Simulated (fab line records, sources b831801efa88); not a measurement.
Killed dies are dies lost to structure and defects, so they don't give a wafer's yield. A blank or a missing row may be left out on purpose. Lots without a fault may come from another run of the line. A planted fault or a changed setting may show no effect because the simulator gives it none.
Tool commonality check | flow gf180mcu | 12 lots, 36 wafers sampled

WHY IT WAS OPENED
At GF_PSD_RS_MEAS_14 the reading NSD_RS is flagged on 2 of 12 lots. Wafers without a fault read 46.14 ohm/sq, standard deviation 0.072.
Rule: a lot is flagged when every wafer of it that has a number lies more than 4 standard deviations from that mean, or none has a number. The other lots count as sound.

lot  | measured     | on            | NSD_RS (ohm/sq), wafer by wafer | flag
L628 | day 13 23:33 | film_metro-03 | 46.23 46.24 46.19               |
L630 | day 14 20:38 | film_metro-01 | 46.10 46.16 46.15               |
L632 | day 15 22:39 | film_metro-03 | 46.10 46.15 45.95               |
L633 | day 16 06:50 | film_metro-02 | 46.24 46.16 46.15               |
L634 | day 16 18:58 | film_metro-02 | 45.97 45.93 46.03               |
L635 | day 17 01:34 | film_metro-01 | 46.19 46.23 46.11               |
L638 | day 17 17:37 | film_metro-01 | 46.16 46.15 46.15               |
L641 | day 18 20:29 | film_metro-02 | 46.06 46.22 46.13               |
L642 | day 19 12:41 | film_metro-03 | 46.20 46.04 46.05               |
L645 | day 20 09:24 | film_metro-01 | 43.22 43.21 43.15               | FLAGGED
L646 | day 20 16:34 | film_metro-02 | 43.16 43.13 43.18               | FLAGGED
L649 | day 21 16:28 | film_metro-01 | 46.25 46.22 46.19               |
The numbers of the flagged lots are 43.17 ohm/sq on average: -2.97 ohm/sq against the usual, or -41 standard deviations.

WHICH TOOL RAN EACH LOT
The record holds 2 process steps before the reading, out of a route of 602 steps. In each cell: the tool, then ch and the chambers that the sampled wafers went through, then the start.
lot  | flag    | GF_HV_LDD_STRIP_37                   | GF_PSD_RTA_13
L628 |         | plasma_asher-04 ch 0,1, day 11 09:40 | rtp_anneal-01 ch 0, day 13 23:27
L630 |         | plasma_asher-04 ch 0,1, day 12 03:38 | rtp_anneal-02 ch 0, day 14 20:28
L632 |         | plasma_asher-02 ch 0,1, day 13 04:04 | rtp_anneal-02 ch 0, day 15 22:34
L633 |         | plasma_asher-02 ch 0,1, day 13 10:55 | rtp_anneal-01 ch 0, day 16 06:45
L634 |         | plasma_asher-01 ch 0,1, day 13 21:34 | rtp_anneal-01 ch 0, day 16 18:53
L635 |         | plasma_asher-04 ch 0,1, day 14 04:06 | rtp_anneal-01 ch 0, day 17 01:28
L638 |         | plasma_asher-01 ch 0,1, day 14 18:37 | rtp_anneal-02 ch 0, day 17 17:31
L641 |         | plasma_asher-02 ch 0,1, day 15 17:53 | rtp_anneal-01 ch 0, day 18 20:23
L642 |         | plasma_asher-02 ch 0,1, day 16 09:37 | rtp_anneal-02 ch 0, day 19 12:36
L645 | FLAGGED | plasma_asher-01 ch 0,1, day 17 05:33 | rtp_anneal-02 ch 0, day 20 09:17
L646 | FLAGGED | plasma_asher-02 ch 0,1, day 17 11:43 | rtp_anneal-02 ch 0, day 20 16:24
L649 |         | plasma_asher-04 ch 0,1, day 18 10:47 | rtp_anneal-01 ch 0, day 21 16:23
What these steps do:
- GF_HV_LDD_STRIP_37: strips in O2/N2.
- GF_PSD_RTA_13: time 20 s.
- GF_PSD_RS_MEAS_14: measures by four-point-probe.

FLAGGED OVER TOTAL, TOOL BY TOOL (the gauges that took the reading come last)
step               | tool            | lots run | flagged | share of the flagged lots | sound lots run after its first flagged lot
GF_HV_LDD_STRIP_37 | plasma_asher-01 | 3        | 1       | some                      | 0
GF_HV_LDD_STRIP_37 | plasma_asher-02 | 5        | 1       | some                      | 0
GF_HV_LDD_STRIP_37 | plasma_asher-04 | 4        | 0       | none                      | -
GF_PSD_RTA_13      | rtp_anneal-01   | 6        | 0       | none                      | -
GF_PSD_RTA_13      | rtp_anneal-02   | 6        | 2       | all                       | 0
GF_PSD_RS_MEAS_14  | film_metro-01   | 5        | 1       | some                      | 1 (L649)
GF_PSD_RS_MEAS_14  | film_metro-02   | 4        | 1       | some                      | 0
GF_PSD_RS_MEAS_14  | film_metro-03   | 3        | 0       | none                      | -

WHAT THE TABLE ALLOWS
1 row of the table ran every flagged lot: rtp_anneal-02 at GF_PSD_RTA_13.
- rtp_anneal-02 at GF_PSD_RTA_13: 2 of its 6 lots flagged. Its last sound lot is L642 (day 19 12:36), its first flagged lot L645 (day 20 09:17): a fault that began between those two fits.
One tool is left: rtp_anneal-02 at GF_PSD_RTA_13.

WHAT THE SIMULATOR HAD PUT IN
Process parameter drift: rtp_anneal-02, from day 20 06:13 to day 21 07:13, at GF_PSD_RTA_13. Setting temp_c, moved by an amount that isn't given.
Lots struck among those shown: L645, L646. The rule above found the same.
